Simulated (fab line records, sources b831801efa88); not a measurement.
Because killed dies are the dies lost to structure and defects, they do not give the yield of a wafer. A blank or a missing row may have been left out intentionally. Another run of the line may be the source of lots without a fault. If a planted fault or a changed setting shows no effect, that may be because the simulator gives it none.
fab line records	flow sky130
[record] lots = 24	wafers = 72	last_day = 50
route steps=708 shown SONOS_TUNNEL@166 CONTACT@421
lots with no fault: from the same line, run without faults
start_h: the number of hours between the record's first day and the start of the first shown wafer of the lot	wait_h: how many hours have passed since the lot's step before this one	" repeats the value in the row above	L1.1+2: a single row standing in for several wafers	- value missing, or start not given	* or withheld: withheld	< > ~ a bound
route shown NAME@n: names a module that has steps shown in the file, with the first one's number in the route	usual: mean/standard deviation taken from wafers without a fault	same: alike in all rows	chamber/n: place in a boat	sites: the reading at each site	_std_site: the standard deviation of these	_edge_site: outer sites' mean less inner sites'	radius_mm: for every site, how far away it sits from the centre of the wafer	mask NAME#n: copy n	behind: tool/chamber where the wafer was last shaped	hold: why the lot went on hold/how many hours it stayed there/how the hold came to an end	device: transistor that didn't switch, given as n, p or np	end of line: the route-end tests of the same wafers	where a step has no rows: the recipe by itself	killed: dies lost to structure and defects at the first sort, not the wafer's yield	map: per-die view of a wafer (x killed, . not killed, _ where there is no die)
set.NAME: the setting the step ran with; set.NAME@STEP: the setting that earlier step ran with	model.NAME: the simulator's own value behind a step, which no gauge read
steps of the route over a sample of lots; a table a step, a row a wafer
services: a tool's chamber out of use, with start hour (start_h, from the record's first day; less than 0 if before it), hours out, and reason
[[steps]]
[step SKY_SONOS_TUNNEL_TW_MEAS_12]
[usual] SONOS_TUNNEL_TW = 198.3/1.6
lot.wafer	tool	chamber	start_h	wait_h	SONOS_TUNNEL_TW
L074.3	film_metro-04	-	251.00	0.0	198.8
L074.5	"	-	"	"	198.5
L074.6	"	-	"	"	197.1
L075.1	film_metro-03	-	257.80	0.0	195.7
L075.3	"	-	"	"	196.0
L075.6	"	-	"	"	196.3
L076.2	film_metro-04	-	267.95	0.0	198.6
L076.4	"	-	"	"	199.0
L076.5	"	-	"	"	198.3
L077.1	film_metro-03	-	292.24	0.0	197.8
L077.4	"	-	"	"	197.5
L077.6	"	-	"	"	198.0
L078.2	film_metro-04	-	309.21	0.0	198.0
L078.4	"	-	"	"	198.8
L078.6	"	-	"	"	199.0
L080.1	film_metro-01	-	320.90	0.0	198.9
L080.2	"	-	"	"	198.9
L080.3	"	-	"	"	197.9
L079.2	film_metro-01	-	322.21	0.0	198.5
L079.4	"	-	"	"	199.8
L079.6	"	-	"	"	199.1
L081.3	film_metro-01	-	330.22	0.0	199.5
L081.5	"	-	"	"	198.5
L081.6	"	-	"	"	198.6
L082.2	film_metro-04	-	331.17	0.0	200.6
L082.3	"	-	"	"	200.9
L082.6	"	-	"	"	200.1
L083.2	film_metro-03	-	333.76	0.0	195.4
L083.3	"	-	"	"	195.2
L083.6	"	-	"	"	195.8
L084.2	film_metro-04	-	336.36	0.0	197.7
L084.3	"	-	"	"	196.6
L084.6	"	-	"	"	196.9
L085.3	film_metro-01	-	338.56	0.0	198.6
L085.4	"	-	"	"	199.3
L085.5	"	-	"	"	198.3
L087.2	film_metro-03	-	359.45	0.0	195.5
L087.3	"	-	"	"	197.0
L087.6	"	-	"	"	197.4
L086.1	film_metro-01	-	361.64	0.0	199.1
L086.3	"	-	"	"	199.5
L086.4	"	-	"	"	198.8
L088.3	film_metro-01	-	373.01	0.0	198.2
L088.5	"	-	"	"	198.6
L088.6	"	-	"	"	198.4
L089.1	film_metro-03	-	380.24	0.0	197.8
L089.2	"	-	"	"	197.8
L089.3	"	-	"	"	198.0
L090.1	film_metro-03	-	386.26	0.0	195.6
L090.2	"	-	"	"	196.4
L090.5	"	-	"	"	196.8
L091.1	film_metro-03	-	392.50	0.0	196.9
L091.5	"	-	"	"	196.1
L091.6	"	-	"	"	195.4
L092.2	film_metro-03	-	401.66	0.0	195.8
L092.4	"	-	"	"	196.1
L092.5	"	-	"	"	196.1
L093.1	film_metro-01	-	407.05	0.0	200.9
L093.2	"	-	"	"	201.0
L093.6	"	-	"	"	200.0
L094.1	film_metro-01	-	411.82	0.0	200.5
L094.5	"	-	"	"	201.0
L094.6	"	-	"	"	200.2
L095.4	film_metro-01	-	431.58	0.0	200.5
L095.5	"	-	"	"	201.0
L095.6	"	-	"	"	200.4
L096.1	film_metro-01	-	436.82	0.0	198.7
L096.2	"	-	"	"	198.4
L096.4	"	-	"	"	198.9
L097.4	film_metro-04	-	439.23	0.0	198.6
L097.5	"	-	"	"	200.7
L097.6	"	-	"	"	199.4
[step SKY_CONTACT_OVL_MEAS_15]
[usual] CONTACT_OVL = -3/6.3
lot.wafer	tool	chamber	start_h	wait_h	CONTACT_OVL[nm]
L074.3	overlay-02	-	742.06	0.1	-8
L074.5	"	-	"	"	-11
L074.6	"	-	"	"	-14
L075.1	overlay-01	-	751.30	0.1	-4
L075.3	"	-	"	"	-8
L075.6	"	-	"	"	0
L076.2	overlay-01	-	756.44	0.1	-6
L076.4	"	-	"	"	-11
L076.5	"	-	"	"	-14
L077.1	overlay-01	-	776.90	0.1	-2
L077.4	"	-	"	"	-3
L077.6	"	-	"	"	-9
L078.2	overlay-01	-	799.81	0.1	-9
L078.4	"	-	"	"	-4
L078.6	"	-	"	"	-12
L080.1	overlay-02	-	808.15	0.1	2
L080.2	"	-	"	"	7
L080.3	"	-	"	"	3
L079.2	overlay-02	-	808.56	0.1	2
L079.4	"	-	"	"	7
L079.6	"	-	"	"	3
L081.3	overlay-01	-	823.61	0.1	-4
L081.5	"	-	"	"	-5
L081.6	"	-	"	"	-7
L082.2	overlay-02	-	825.90	0.1	3
L082.3	"	-	"	"	2
L082.6	"	-	"	"	0
L083.2	overlay-01	-	827.86	0.1	-10
L083.3	"	-	"	"	-11
L083.6	"	-	"	"	-8
L085.3	overlay-01	-	828.66	0.1	-10
L085.4	"	-	"	"	-10
L085.5	"	-	"	"	-11
L084.2	overlay-02	-	829.01	0.1	3
L084.3	"	-	"	"	4
L084.6	"	-	"	"	2
L087.2	overlay-01	-	842.36	0.1	-2
L087.3	"	-	"	"	-6
L087.6	"	-	"	"	-5
L086.1	overlay-01	-	848.65	0.1	5
L086.3	"	-	"	"	7
L086.4	"	-	"	"	14
L089.1	overlay-02	-	862.31	0.1	-3
L089.2	"	-	"	"	-8
L089.3	"	-	"	"	-2
L088.3	overlay-02	-	866.77	0.1	-3
L088.5	"	-	"	"	-6
L088.6	"	-	"	"	-5
L090.1	overlay-01	-	875.10	0.1	1
L090.2	"	-	"	"	-2
L090.5	"	-	"	"	0
L091.1	overlay-02	-	877.80	0.1	8
L091.5	"	-	"	"	2
L091.6	"	-	"	"	1
L092.2	overlay-01	-	880.66	0.1	-4
L092.4	"	-	"	"	4
L092.5	"	-	"	"	0
L093.1	overlay-01	-	882.15	0.1	-8
L093.2	"	-	"	"	-9
L093.6	"	-	"	"	-2
L094.1	overlay-01	-	887.15	0.1	11
L094.5	"	-	"	"	10
L094.6	"	-	"	"	6
L095.4	overlay-01	-	907.46	0.1	-1
L095.5	"	-	"	"	-5
L095.6	"	-	"	"	-4
L096.1	overlay-02	-	908.87	0.1	0
L096.2	"	-	"	"	-1
L096.4	"	-	"	"	0
L097.4	overlay-01	-	910.17	0.1	-12
L097.5	"	-	"	"	-11
L097.6	"	-	"	"	-8
[step SKY_CONTACT_ETCH_16]
[recipe] chemistry = N2/H2	target = BARC	ion_energy_ev = 200	source_w = 500	bias_w = 100	pressure_mtorr = 30	n2_flow_sccm = 100	h2_flow_sccm = 200	stop_on = SiO2	time_s = 45.9	target_depth_a = 600
[usual] chamber_pressure_mTorr = 30.002/0.028	drypump_motor_current_A = 5.5/0.57	oes_product_au = 0.855/0.0046	throttle_valve_pct = 13.223/0.009
lot.wafer	tool	chamber	start_h	wait_h	chamber_pressure_mTorr	drypump_motor_current_A	oes_product_au	rf_hours_counter_h	throttle_valve_pct
L074.3	rie_diel-03	2	742.08	0.0	29.980	5.1	0.851	7	13.226
L074.5	"	2	"	"	29.983	5.1	0.850	-	13.216
L074.6	"	3	"	"	30.056	5.2	0.853	-	13.214
L075.1	rie_diel-04	2	751.34	0.0	30.023	5.0	0.853	7	13.214
L075.3	"	2	"	"	30.056	5.0	0.850	-	13.230
L075.6	"	2	"	"	30.044	5.0	0.852	-	13.216
L076.2	rie_diel-04	2	756.47	0.0	30.016	5.0	0.861	8	13.228
L076.4	"	2	"	"	30.021	5.0	0.848	-	13.223
L076.5	"	0	"	"	30.048	5.0	0.867	-	13.219
L077.1	rie_diel-03	0	776.94	0.0	30.027	6.3	0.850	19	13.214
L077.4	"	2	"	"	29.982	5.1	0.860	8	13.236
L077.6	"	0	"	"	30.035	6.3	0.850	-	13.224
L078.2	rie_diel-02	2	799.84	0.0	29.970	5.5	0.851	16	13.211
L078.4	"	3	"	"	30.035	6.8	0.859	12	13.224
L078.6	"	2	"	"	29.995	5.5	0.859	-	13.226
L080.1	rie_diel-02	1	808.18	0.0	29.978	5.6	0.857	7	13.236
L080.2	"	2	"	"	29.985	5.5	0.863	17	13.219
L080.3	"	0	"	"	30.002	6.3	0.852	13	13.229
L079.2	rie_diel-03	1	808.59	0.0	29.963	5.4	0.858	7	13.212
L079.4	"	0	"	"	30.004	6.3	0.853	-	13.225
L079.6	"	1	"	"	30.036	5.4	0.854	-	13.219
L081.3	rie_diel-02	1	823.64	0.0	29.997	5.6	0.861	8	13.212
L081.5	"	2	"	"	30.017	5.5	0.858	-	13.214
L081.6	"	3	"	"	29.984	6.8	0.856	-	13.223
L082.2	rie_diel-04	0	825.93	0.0	29.990	5.0	0.847	2	13.218
L082.3	"	1	"	"	30.007	6.3	0.856	2	13.232
L082.6	"	2	"	"	30.005	5.0	0.852	-	13.236
L083.2	rie_diel-04	0	827.89	0.0	30.026	5.0	0.855	2	13.224
L083.3	"	3	"	"	29.984	5.2	0.854	17	13.242
L083.6	"	0	"	"	29.994	5.0	0.855	-	13.243
L085.3	rie_diel-04	3	828.69	0.0	30.044	5.2	0.844	17	13.216
L085.4	"	1	"	"	30.021	6.3	0.851	2	13.214
L085.5	"	0	"	"	30.031	5.1	0.857	-	13.241
L084.2	rie_diel-03	1	829.04	0.0	30.030	5.4	0.853	7	13.223
L084.3	"	2	"	"	30.010	5.1	0.853	10	13.218
L084.6	"	0	"	"	30.028	6.3	0.859	-	13.212
L087.2	rie_diel-03	3	842.39	0.0	30.030	5.2	0.860	0	13.225
L087.3	"	0	"	"	29.982	6.3	0.853	21	13.246
L087.6	"	1	"	"	29.952	5.4	0.854	-	13.215
L086.1	rie_diel-02	2	848.69	0.0	29.993	5.5	0.848	18	13.225
L086.3	"	1	"	"	30.008	5.5	0.857	9	13.217
L086.4	"	3	"	"	30.079	6.8	0.851	13	13.225
L089.1	rie_diel-02	3	862.34	0.0	29.978	6.8	0.849	14	13.228
L089.2	"	2	"	"	29.969	5.5	0.849	19	13.216
L089.3	"	0	"	"	29.963	6.3	0.858	15	13.227
L088.3	rie_diel-04	0	866.79	0.0	30.008	5.0	0.851	4	13.240
L088.5	"	2	"	"	29.981	5.0	0.855	-	13.230
L088.6	"	3	"	"	30.023	5.2	0.850	-	13.220
L090.1	rie_diel-04	1	875.13	0.0	29.960	6.3	0.861	4	13.215
L090.2	"	2	"	"	30.004	5.0	0.853	11	13.226
L090.5	"	1	"	"	30.017	6.3	0.858	-	13.225
L091.1	rie_diel-04	1	877.83	0.0	30.029	6.3	0.853	4	13.221
L091.5	"	0	"	"	30.043	5.0	0.851	-	13.235
L091.6	"	3	"	"	30.039	5.2	0.854	-	13.232
L092.2	rie_diel-02	2	880.69	0.0	30.001	5.5	0.856	19	13.214
L092.4	"	1	"	"	30.014	5.6	0.852	10	13.219
L092.5	"	0	"	"	30.001	6.3	0.861	-	13.228
L093.1	rie_diel-03	1	882.18	0.0	29.948	5.4	0.855	10	13.225
L093.2	"	2	"	"	30.049	5.1	0.857	12	13.226
L093.6	"	2	"	"	30.006	5.1	0.862	-	13.215
L094.1	rie_diel-04	1	887.18	0.0	30.001	6.3	0.861	4	13.223
L094.5	"	3	"	"	29.994	5.2	0.856	-	13.233
L094.6	"	2	"	"	30.020	5.0	0.853	-	13.228
L095.4	rie_diel-04	2	907.48	0.0	29.992	5.0	0.854	12	13.234
L095.5	"	3	"	"	30.013	5.2	0.859	-	13.228
L095.6	"	2	"	"	29.981	5.0	0.858	-	13.214
L096.1	rie_diel-04	1	908.91	0.0	29.961	6.3	0.854	4	13.201
L096.2	"	0	"	"	29.977	5.0	0.853	5	13.217
L096.4	"	2	"	"	29.999	5.0	0.852	12	13.221
L097.4	rie_diel-02	2	910.19	0.0	29.984	5.5	0.852	20	13.228
L097.5	"	2	"	"	29.944	5.5	0.853	-	13.222
L097.6	"	1	"	"	29.995	5.5	0.850	-	13.233
[step SKY_CONTACT_STRIP_19]
[recipe] chemistry = O2/N2	power_w = 1400	pressure_mtorr = 1500	platen_temp_c = withheld	o2_flow_sccm = 3000	n2_flow_sccm = 300	overash_fraction = 0.5
[usual] chamber_pressure_mTorr = 1500.1/1.2	drypump_motor_current_A = 5.8/0.31	oes_product_au = 0.380/0.0042	strip_time_to_endpoint_s = 3.602/0.024
lot.wafer	tool	chamber	start_h	wait_h	chamber_pressure_mTorr	drypump_motor_current_A	oes_product_au	rf_hours_counter_h	strip_time_to_endpoint_s
L074.3	plasma_asher-04	0	742.25	-	1497.7	5.7	0.375	-	3.640
L074.5	"	0	"	"	1501.0	5.7	0.386	-	3.626
L074.6	"	1	"	"	1501.5	5.3	0.375	-	3.610
L075.1	plasma_asher-04	0	751.54	-	1499.9	5.7	0.386	63	3.646
L075.3	"	0	"	"	1501.6	5.7	0.375	-	3.589
L075.6	"	1	"	"	1502.0	5.3	0.378	-	3.611
L076.2	plasma_asher-02	0	756.60	-	1500.1	5.9	0.382	1	3.634
L076.4	"	1	"	"	1498.4	5.7	0.381	-	3.629
L076.5	"	0	"	"	1498.5	5.9	0.380	-	3.658
L077.1	plasma_asher-04	0	777.07	-	1500.7	5.7	0.379	66	3.589
L077.4	"	1	"	"	1500.0	5.3	0.383	-	3.586
L077.6	"	0	"	"	1497.7	5.7	0.381	-	3.597
L078.2	plasma_asher-04	1	799.97	-	1501.0	5.3	0.379	68	3.607
L078.4	"	1	"	"	1499.6	5.2	0.376	-	3.548
L078.6	"	1	"	"	1498.3	5.3	0.384	-	3.574
L080.1	plasma_asher-01	0	808.31	-	1498.9	6.3	0.378	96	3.595
L080.2	"	1	"	"	1498.6	5.8	0.384	96	3.613
L080.3	"	0	"	"	1501.9	6.3	0.379	-	3.623
L079.2	plasma_asher-02	0	808.72	-	1501.1	5.9	0.370	7	3.559
L079.4	"	1	"	"	1501.1	5.7	0.379	-	3.569
L079.6	"	0	"	"	1501.2	5.9	0.383	-	3.582
L081.3	plasma_asher-01	1	823.80	-	1500.3	5.8	0.375	-	3.600
L081.5	"	1	"	"	1497.7	5.8	0.383	-	3.626
L081.6	"	0	"	"	1501.3	6.3	0.381	-	3.586
L082.2	plasma_asher-02	0	826.06	-	1500.1	5.9	0.385	8	3.602
L082.3	"	1	"	"	1500.1	5.7	0.380	-	3.649
L082.6	"	0	"	"	1500.4	5.9	0.374	-	3.592
L083.2	plasma_asher-01	1	828.02	-	1498.4	5.8	0.380	98	3.584
L083.3	"	0	"	"	1501.8	6.3	0.385	-	3.604
L083.6	"	0	"	"	1500.4	6.3	0.380	-	3.613
L085.3	plasma_asher-01	0	828.85	-	1498.5	6.3	0.385	-	3.597
L085.4	"	1	"	"	1498.7	5.8	0.378	-	3.648
L085.5	"	0	"	"	1499.6	6.3	0.376	-	3.626
L084.2	plasma_asher-02	1	829.17	-	1499.4	5.7	0.387	9	3.576
L084.3	"	0	"	"	1499.9	5.9	0.380	-	3.565
L084.6	"	1	"	"	1497.9	5.7	0.382	-	3.593
L087.2	plasma_asher-04	1	842.52	-	1500.2	5.3	0.381	71	3.644
L087.3	"	1	"	"	1502.2	5.3	0.381	-	3.585
L087.6	"	0	"	"	1500.2	5.7	0.377	-	3.614
L086.1	plasma_asher-04	0	848.82	-	1501.0	5.7	0.382	72	3.595
L086.3	"	1	"	"	1499.3	5.3	0.383	-	3.622
L086.4	"	0	"	"	1500.6	5.7	0.385	-	3.560
L089.1	plasma_asher-01	0	862.47	-	1501.2	6.3	0.376	104	3.603
L089.2	"	1	"	"	1499.4	5.8	0.377	104	3.574
L089.3	"	0	"	"	1501.5	6.3	0.383	-	3.631
L088.3	plasma_asher-01	0	866.96	-	1499.4	6.3	0.383	-	3.614
L088.5	"	0	"	"	1500.2	6.3	0.378	-	3.606
L088.6	"	1	"	"	1499.9	5.8	0.380	-	3.589
L090.1	plasma_asher-04	1	875.26	-	1499.9	5.3	0.381	77	3.641
L090.2	"	0	"	"	1499.8	5.7	0.377	77	3.612
L090.5	"	1	"	"	1498.5	5.3	0.378	-	3.645
L091.1	plasma_asher-01	0	877.96	-	1500.2	6.3	0.376	105	3.634
L091.5	"	0	"	"	1500.2	6.3	0.380	-	3.609
L091.6	"	1	"	"	1500.6	5.8	0.379	-	3.634
L092.2	plasma_asher-02	0	880.82	-	1498.3	5.9	0.376	11	3.576
L092.4	"	1	"	"	1499.0	5.7	0.385	-	3.609
L092.5	"	0	"	"	1502.1	5.9	0.379	-	3.640
L093.1	plasma_asher-04	1	882.31	-	1499.1	5.3	0.389	78	3.581
L093.2	"	0	"	"	1500.4	5.7	0.383	78	3.595
L093.6	"	1	"	"	1501.0	5.3	0.376	-	3.608
L094.1	plasma_asher-02	1	887.31	-	1500.2	5.7	0.387	12	3.627
L094.5	"	1	"	"	1499.3	5.7	0.380	-	3.563
L094.6	"	0	"	"	1500.4	5.9	0.377	-	3.577
L095.4	plasma_asher-02	0	907.65	-	1500.6	5.9	0.377	-	3.598
L095.5	"	0	"	"	1499.5	5.9	0.372	-	3.586
L095.6	"	1	"	"	1500.3	5.7	0.386	-	3.581
L096.1	plasma_asher-01	1	909.04	-	1500.3	5.8	0.379	108	3.645
L096.2	"	0	"	"	1498.7	6.3	0.385	108	3.580
L096.4	"	0	"	"	1499.2	6.3	0.379	-	3.593
L097.4	plasma_asher-04	1	910.35	-	1498.5	5.3	0.381	-	3.609
L097.5	"	0	"	"	1502.2	5.7	0.386	-	3.601
L097.6	"	1	"	"	1499.9	5.3	0.378	-	3.589
[step SKY_CONTACT_THK_MEAS_26]
[recipe] thk_meas_gauge = xrf	reads = W_of_CONTACT_CVD_24
[usual] CONTACT_W_THK = 351/9
lot.wafer	tool	chamber	start_h	wait_h	CONTACT_W_THK[nm]
L074.3	film_metro-01	-	743.17	0.1	364
L074.5	"	-	"	"	369
L074.6	"	-	"	"	361
L075.1	film_metro-02	-	752.44	0.1	349
L075.3	"	-	"	"	350
L075.6	"	-	"	"	350
L076.2	film_metro-04	-	757.53	0.1	344
L076.4	"	-	"	"	354
L076.5	"	-	"	"	345
L077.1	film_metro-04	-	777.99	0.1	349
L077.4	"	-	"	"	360
L077.6	"	-	"	"	355
L078.2	film_metro-04	-	800.87	0.1	352
L078.4	"	-	"	"	351
L078.6	"	-	"	"	353
L080.1	film_metro-02	-	809.24	0.1	346
L080.2	"	-	"	"	346
L080.3	"	-	"	"	342
L079.2	film_metro-04	-	809.63	0.1	344
L079.4	"	-	"	"	344
L079.6	"	-	"	"	347
L081.3	film_metro-02	-	824.71	0.1	344
L081.5	"	-	"	"	345
L081.6	"	-	"	"	349
L082.2	film_metro-01	-	827.02	0.1	359
L082.3	"	-	"	"	369
L082.6	"	-	"	"	359
L083.2	film_metro-01	-	828.95	0.1	366
L083.3	"	-	"	"	367
L083.6	"	-	"	"	359
L085.3	film_metro-04	-	829.74	0.1	344
L085.4	"	-	"	"	345
L085.5	"	-	"	"	343
L084.2	film_metro-02	-	830.08	0.1	349
L084.3	"	-	"	"	346
L084.6	"	-	"	"	347
L087.2	film_metro-02	-	843.42	0.1	337
L087.3	"	-	"	"	334
L087.6	"	-	"	"	340
L086.1	film_metro-01	-	849.74	0.1	370
L086.3	"	-	"	"	371
L086.4	"	-	"	"	368
L089.1	film_metro-04	-	863.40	0.1	350
L089.2	"	-	"	"	352
L089.3	"	-	"	"	354
L088.3	film_metro-02	-	867.87	0.1	339
L088.5	"	-	"	"	335
L088.6	"	-	"	"	340
L090.1	film_metro-02	-	876.20	0.1	340
L090.2	"	-	"	"	350
L090.5	"	-	"	"	344
L091.1	film_metro-01	-	878.85	0.1	358
L091.5	"	-	"	"	357
L091.6	"	-	"	"	357
L092.2	film_metro-02	-	881.91	0.1	346
L092.4	"	-	"	"	348
L092.5	"	-	"	"	347
L093.1	film_metro-04	-	883.65	0.1	352
L093.2	"	-	"	"	357
L093.6	"	-	"	"	360
L094.1	film_metro-02	-	888.27	0.1	337
L094.5	"	-	"	"	341
L094.6	"	-	"	"	346
L095.4	film_metro-01	-	908.68	0.1	352
L095.5	"	-	"	"	352
L095.6	"	-	"	"	362
L096.1	film_metro-04	-	909.95	0.1	348
L096.2	"	-	"	"	354
L096.4	"	-	"	"	351
L097.4	film_metro-01	-	911.25	0.1	358
L097.5	"	-	"	"	358
L097.6	"	-	"	"	356
[step SKY_CONTACT_CMP_27]
[recipe] stop_on = SiO2	t_overpolish_s = 15	down_force_psi = 3.5	platen_rpm = 60	target_thk_nm = 0	pad_velocity_m_s = 0.94248
[usual] motor_current_A = 11.3/1.3	overpolish_run_s = 15.000/0.0093	slurry_filter_dp_kPa = 13.51/0.15	time_to_endpoint_s = 83/3.9
[same] t_overpolish_s = 15
lot.wafer	tool	chamber	start_h	wait_h	motor_current_A	overpolish_run_s	slurry_filter_dp_kPa	time_to_endpoint_s
L074.3	cmp-01	1	743.26	0.1	12.0	15.002	13.21	87
L074.5	"	0	"	"	9.3	14.994	13.26	82
L074.6	"	1	"	"	12.0	15.005	13.36	85
L075.3	cmp-01	3	752.55	0.1	9.4	15.013	13.24	94
L075.1	"	0	"	"	9.8	15.005	13.34	85
L075.6	"	3	"	"	9.3	15.003	13.49	92
L076.2	cmp-02	3	757.58	0.0	12.2	14.998	13.25	79
L076.4	"	1	"	"	12.7	14.984	13.36	82
L076.5	"	3	"	"	12.5	14.993	13.51	78
L077.1	cmp-02	3	778.15	0.1	11.0	14.997	13.69	83
L077.4	"	0	"	"	11.8	15.003	13.51	81
L077.6	"	2	"	"	11.8	14.983	13.73	82
L078.4	cmp-02	1	800.92	0.0	12.4	15.007	13.45	83
L078.2	"	0	"	"	10.9	15.013	13.57	76
L078.6	"	2	"	"	11.9	14.996	13.57	82
L080.2	cmp-01	3	809.30	0.0	9.1	15.008	13.70	89
L080.1	"	0	"	"	8.7	15.004	13.60	83
L080.3	"	2	"	"	12.1	14.998	13.59	85
L079.4	cmp-02	0	809.78	0.1	10.9	15.001	13.18	77
L079.2	"	1	"	"	13.1	15.010	13.49	81
L079.6	"	3	"	"	12.0	15.004	13.75	79
L081.3	cmp-01	1	824.90	0.2	11.4	14.999	13.59	85
L081.6	"	2	"	"	12.8	14.990	13.65	89
L081.5	"	3	"	"	9.9	14.996	13.55	89
L082.3	cmp-01	0	827.07	0.0	9.6	15.012	13.68	83
L082.2	"	1	"	"	11.9	15.006	13.75	81
L082.6	"	0	"	"	9.2	14.993	13.49	80
L083.3	cmp-01	3	829.05	0.1	9.6	14.992	13.77	91
L083.2	"	0	"	"	9.0	14.997	13.63	83
L083.6	"	3	"	"	9.6	15.007	13.61	87
L085.3	cmp-02	0	829.78	0.0	11.0	14.993	13.45	74
L085.4	"	1	"	"	12.5	15.009	13.66	81
L085.5	"	1	"	"	13.0	15.012	13.39	85
L084.2	cmp-01	2	830.23	0.1	12.4	14.988	13.66	84
L084.3	"	3	"	"	9.2	15.002	13.42	89
L084.6	"	1	"	"	11.3	14.996	13.48	85
L087.2	cmp-02	3	843.52	0.1	11.4	14.991	13.33	82
L087.3	"	1	"	"	13.1	15.013	13.76	83
L087.6	"	2	"	"	11.9	15.002	13.62	83
L086.3	cmp-02	2	849.80	0.0	11.8	14.991	13.43	88
L086.4	"	3	"	"	12.3	14.985	13.29	81
L086.1	"	1	"	"	11.9	14.999	13.45	87
L089.1	cmp-01	1	863.46	0.1	11.8	14.993	13.27	83
L089.3	"	2	"	"	12.0	14.997	13.46	82
L089.2	"	0	"	"	9.6	14.990	13.56	81
L088.3	cmp-02	2	868.01	0.1	12.1	15.005	13.65	79
L088.6	"	0	"	"	11.4	15.002	13.45	76
L088.5	"	1	"	"	12.9	14.987	13.43	81
L090.1	cmp-02	2	876.26	0.1	11.7	14.990	13.76	77
L090.2	"	3	"	"	12.1	15.002	13.58	78
L090.5	"	2	"	"	12.2	15.008	13.58	80
L091.1	cmp-02	0	879.01	0.1	11.2	14.997	13.65	77
L091.6	"	2	"	"	12.7	14.993	13.28	81
L091.5	"	3	"	"	11.7	14.992	13.65	81
L092.2	cmp-02	3	882.06	0.1	11.4	15.013	13.49	80
L092.4	"	0	"	"	10.7	15.001	13.56	78
L092.5	"	2	"	"	12.2	15.011	13.71	79
L093.2	cmp-01	0	883.81	0.1	9.0	14.994	13.41	83
L093.1	"	1	"	"	11.7	15.007	13.44	86
L093.6	"	3	"	"	9.4	14.999	13.57	92
L094.1	cmp-01	1	888.43	0.1	12.1	15.001	13.44	83
L094.5	"	3	"	"	9.9	15.012	13.82	88
L094.6	"	0	"	"	9.2	15.017	13.52	85
L095.4	cmp-01	2	908.81	0.1	12.5	15.004	13.66	82
L095.5	"	0	"	"	8.9	15.002	13.50	79
L095.6	"	1	"	"	11.7	14.999	13.30	82
L096.4	cmp-01	0	910.06	0.1	9.1	15.014	13.66	79
L096.1	"	1	"	"	12.0	15.023	13.88	85
L096.2	"	2	"	"	11.9	15.000	13.86	85
L097.4	cmp-02	0	912.18	0.9	11.4	14.998	13.51	80
L097.6	"	2	"	"	12.1	15.000	13.61	83
L097.5	"	3	"	"	11.8	15.015	13.29	81
[[services]]
tool	chamber	start_h	hours	kind
cmp-02	-	728.68	2.6	repair
rie_diel-04	0	731.46	-	clean
rie_diel-04	0	731.46	25.0	scheduled_down
rie_diel-04	0	731.46	25.0	vent_cycle
rie_diel-03	1	733.46	12.6	repair
plasma_asher-02	-	733.75	9.0	pm
plasma_asher-02	0	733.75	9.0	vent_cycle
cmp-02	-	737.89	6.6	repair
cmp-02	-	744.49	4.0	pm
cmp-02	-	748.49	-	consumable_replace:conditioner
cmp-02	-	748.49	-	consumable_replace:pad
rie_diel-04	1	749.76	14.4	repair
cmp-02	-	750.70	5.4	pm
cmp-02	-	784.72	1.5	repair
rie_diel-04	-	795.13	14.6	pm
rie_diel-03	0	796.75	4.4	repair
plasma_asher-04	-	801.13	14.6	pm
rie_diel-04	-	814.80	0.6	repair
rie_diel-02	0	816.98	3.0	repair
cmp-01	-	831.57	1.0	repair
plasma_asher-02	-	834.47	28.1	pm
cmp-01	-	898.91	0.6	repair
cmp-01	-	899.61	5.9	pm
plasma_asher-01	-	905.11	3.0	repair
[[key]]
fault none
